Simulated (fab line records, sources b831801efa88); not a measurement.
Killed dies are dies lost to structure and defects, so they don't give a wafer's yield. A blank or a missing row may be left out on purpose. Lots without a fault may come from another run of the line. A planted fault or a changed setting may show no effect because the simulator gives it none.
Which tool did it? | flow sky130 | 13 lots, 39 wafers sampled, at 6 steps of a route of 708

WHAT THE GAUGES READ, wafer by wafer
SKY_VT_ADJUST_LVTN_OVL_MEAS_07.
lot  | measured     | on         | VT_ADJUST_LVTN_OVL (nm)
L265 | day 7 05:07  | overlay-02 | -0.1 -3.2 -0.2
L266 | day 7 08:47  | overlay-01 | 3.4 1.5 0.5
L267 | day 7 17:50  | overlay-01 | -1.1 -2.4 -0.8
L268 | day 8 02:13  | overlay-01 | 1.3 0.0 -0.1
L269 | day 8 07:41  | overlay-01 | 1.2 0.2 1.1
L270 | day 8 11:28  | overlay-02 | 0.2 -0.6 -2.6
L271 | day 8 15:29  | overlay-02 | -1.5 -0.5 -0.8
L277 | day 10 11:58 | overlay-01 | - - -
L280 | day 11 07:37 | overlay-02 | -2.3 -1.2 -0.4
L282 | day 11 17:03 | overlay-02 | 0.4 1.4 -0.2
L285 | day 12 15:05 | overlay-02 | 1.2 -0.3 0.0
L286 | day 12 23:26 | overlay-02 | -1.9 -1.3 0.4
L287 | day 13 02:20 | overlay-02 | -1.9 1.0 -0.6

SKY_VT_ADJUST_LVTN_TW_MEAS_10.
lot  | measured     | on            | VT_ADJUST_LVTN_TW
L265 | day 7 05:24  | film_metro-01 | 238.1 237.0 235.8
L266 | day 7 09:04  | film_metro-01 | 237.4 235.2 237.3
L267 | day 7 18:07  | film_metro-04 | 242.2 242.2 241.2
L268 | day 8 02:30  | film_metro-01 | 236.2 235.6 236.0
L269 | day 8 07:58  | film_metro-04 | 244.2 244.6 242.8
L270 | day 8 11:45  | film_metro-04 | 243.1 245.1 242.6
L271 | day 8 15:47  | film_metro-02 | 240.1 240.9 241.7
L277 | day 10 12:15 | film_metro-01 | 29.4 29.5 29.5
L280 | day 11 07:55 | film_metro-02 | 238.7 238.1 238.0
L282 | day 11 17:20 | film_metro-04 | 242.5 243.8 245.2
L285 | day 12 15:22 | film_metro-01 | 237.4 237.5 236.6
L286 | day 12 23:43 | film_metro-01 | 237.8 237.7 237.7
L287 | day 13 02:37 | film_metro-02 | 240.9 241.2 240.4

SKY_VT_ADJUST_LVTN_TW_MEAS_21.
lot  | measured     | on            | VT_ADJUST_LVTN_2_TW
L265 | day 8 02:09  | film_metro-04 | 191.5 191.0 191.4
L266 | day 8 05:34  | film_metro-01 | 184.7 184.5 184.5
L267 | day 8 14:24  | film_metro-01 | 184.5 183.9 184.3
L268 | day 8 23:11  | film_metro-01 | 184.4 185.1 185.1
L269 | day 9 04:44  | film_metro-02 | 186.2 186.3 187.5
L270 | day 9 08:37  | film_metro-04 | 190.0 188.9 190.3
L271 | day 9 12:25  | film_metro-02 | 185.8 187.3 187.3
L277 | day 11 11:47 | film_metro-02 | 265.4 263.9 265.1
L280 | day 12 07:48 | film_metro-02 | 187.8 187.3 187.5
L282 | day 12 17:52 | film_metro-04 | 189.7 190.1 190.4
L285 | day 13 16:41 | film_metro-04 | 190.7 189.9 190.8
L286 | day 14 00:52 | film_metro-04 | 190.9 190.3 191.0
L287 | day 14 04:43 | film_metro-04 | 191.9 191.1 191.2

SKY_SONOS_ONO_THK_MEAS_03.
lot  | measured     | on            | SONOS_ONO_CVD_02_THK (nm)
L265 | day 11 21:35 | film_metro-03 | 10.69 10.74 10.68
L266 | day 12 04:56 | film_metro-02 | 10.62 10.51 10.62
L267 | day 12 13:58 | film_metro-02 | 10.55 10.69 10.58
L268 | day 12 23:43 | film_metro-03 | 10.55 10.47 10.43
L269 | day 13 06:04 | film_metro-01 | 10.61 10.64 10.67
L270 | day 13 11:19 | film_metro-02 | 10.66 10.69 10.75
L271 | day 13 14:09 | film_metro-01 | 10.47 10.47 10.46
L277 | day 15 23:41 | film_metro-02 | 10.68 10.74 10.64
L280 | day 16 20:31 | film_metro-02 | 10.45 10.49 10.45
L282 | day 17 09:31 | film_metro-02 | 10.63 10.63 10.67
L285 | day 18 12:47 | film_metro-02 | 10.52 10.42 10.46
L286 | day 18 22:22 | film_metro-02 | 10.34 10.38 10.35
L287 | day 19 02:59 | film_metro-03 | 10.58 10.60 10.69

WHICH TOOL RAN EACH LOT (tool, then ch and the chambers of the sampled wafers, then the start)
lot  | SKY_FIELD_ISO_ETCH_15             | SKY_VT_ADJUST_LVTN_EXPOSE_04
L265 | rie_diel-04 ch 0,1,2, day 2 10:56 | iline_stepper-02 ch 0, day 6 19:42
L266 | rie_diel-02 ch 0,2,3, day 2 14:53 | iline_stepper-02 ch 0, day 6 22:29
L267 | rie_diel-04 ch 1,2,3, day 2 20:53 | iline_stepper-01 ch 0, day 7 08:03
L268 | rie_diel-04 ch 2,3, day 3 02:11   | iline_stepper-02 ch 0, day 7 16:30
L269 | rie_diel-02 ch 1,2, day 3 06:53   | iline_stepper-02 ch 0, day 7 21:26
L270 | rie_diel-02 ch 0,2,3, day 3 11:41 | iline_stepper-02 ch 0, day 8 01:06
L271 | rie_diel-02 ch 0,1,2, day 3 16:06 | iline_stepper-01 ch 0, day 8 06:13
L277 | rie_diel-04 ch 0,1,3, day 5 01:56 | iline_stepper-02 ch 0, day 10 00:57
L280 | rie_diel-02 ch 0,1,3, day 5 15:23 | iline_stepper-02 ch 0, day 10 20:46
L282 | rie_diel-01 ch 0,1,2, day 6 02:26 | iline_stepper-01 ch 0, day 11 05:29
L285 | rie_diel-02 ch 0,2,3, day 6 20:42 | iline_stepper-01 ch 0, day 12 03:20
L286 | rie_diel-04 ch 0,2, day 7 02:35   | iline_stepper-01 ch 0, day 12 10:33
L287 | rie_diel-04 ch 0,1,3, day 7 05:24 | iline_stepper-01 ch 0, day 12 13:47
- SKY_FIELD_ISO_ETCH_15: etches the open film in CHF3/O2, stops on Si, target depth 180 nm, time 72 s.
- SKY_VT_ADJUST_LVTN_EXPOSE_04: exposes mask NWM COMPLEMENT LESS NATIVE, target cd 840 nm.

WHAT THE TOOLS THEMSELVES READ (means of the sampled wafers that have a number; where no wafer has one, the mark that the record gives instead)
SKY_FIELD_ISO_ETCH_15.
lot  | tool        | drypump_motor_current_A (A) | oes_product_au (a.u.) | throttle_valve_pct (%)
L265 | rie_diel-04 | 6.1                         | 0.927                 | 8.837
L266 | rie_diel-02 | 5.4                         | 0.933                 | 8.841
L267 | rie_diel-04 | 6.1                         | 0.933                 | 8.852
L268 | rie_diel-04 | 6.5                         | 0.934                 | 8.838
L269 | rie_diel-02 | 5.1                         | 0.923                 | 8.848
L270 | rie_diel-02 | 5.4                         | 0.940                 | 8.830
L271 | rie_diel-02 | 5.3                         | 0.930                 | 8.835
L277 | rie_diel-04 | 5.8                         | 0.936                 | 8.843
L280 | rie_diel-02 | 5.3                         | 0.931                 | 8.851
L282 | rie_diel-01 | 6.1                         | 0.936                 | 8.840
L285 | rie_diel-02 | 5.4                         | 0.942                 | 8.840
L286 | rie_diel-04 | 6.2                         | 0.934                 | 8.836
L287 | rie_diel-04 | 5.8                         | 0.936                 | 8.839

SKY_VT_ADJUST_LVTN_EXPOSE_04.
lot  | tool             | focus_offset_nm (nm)
L265 | iline_stepper-02 | -0.0
L266 | iline_stepper-02 | -0.3
L267 | iline_stepper-01 | 0.3
L268 | iline_stepper-02 | 0.6
L269 | iline_stepper-02 | -0.2
L270 | iline_stepper-02 | 0.0
L271 | iline_stepper-01 | 0.2
L277 | iline_stepper-02 | 0.3
L280 | iline_stepper-02 | 0.2
L282 | iline_stepper-01 | -0.1
L285 | iline_stepper-01 | 0.3
L286 | iline_stepper-01 | 0.2
L287 | iline_stepper-01 | 0.4

THE ANSWER, worked out from the rows above alone
Rule: what is usual is taken from the lots themselves. Put in order of their means at a reading, lots are off if they are a third of the lots or fewer, leave a main group of 4 or more, and stand apart from it by a gap of 3 or more times the standard deviation of the main group's means; of several such gaps the widest counts. A main group whose means are all the same, to the digits that the tables above print for the reading, isn't used. A lot without any number at a reading at which 4 lots or more have one is off too. The other lots that the step has rows for count as sound. The gauges are gone through in route order, then the tools' own readings, and for those a lot's mean is taken as printed above. The first step at which some lot is off is used, and at that step the reading that is off furthest; a lot without a number counts as furthest.
Off: L277, at SKY_VT_ADJUST_LVTN_OVL_MEAS_07 (VT_ADJUST_LVTN_OVL). Without a number there: L277. The main group: mean -0.3 nm, standard deviation 0.98.
A tool fits if, at a process step before that reading, it ran every lot that is off, and no sound lot after the first of them. The gauges at SKY_VT_ADJUST_LVTN_OVL_MEAS_07 aren't tried: what is off there is off at SKY_VT_ADJUST_LVTN_TW_MEAS_10 too, on other tools, and a gauge's error can't cause that. None of those tried fits.

WHAT THE SIMULATOR HAD PUT IN
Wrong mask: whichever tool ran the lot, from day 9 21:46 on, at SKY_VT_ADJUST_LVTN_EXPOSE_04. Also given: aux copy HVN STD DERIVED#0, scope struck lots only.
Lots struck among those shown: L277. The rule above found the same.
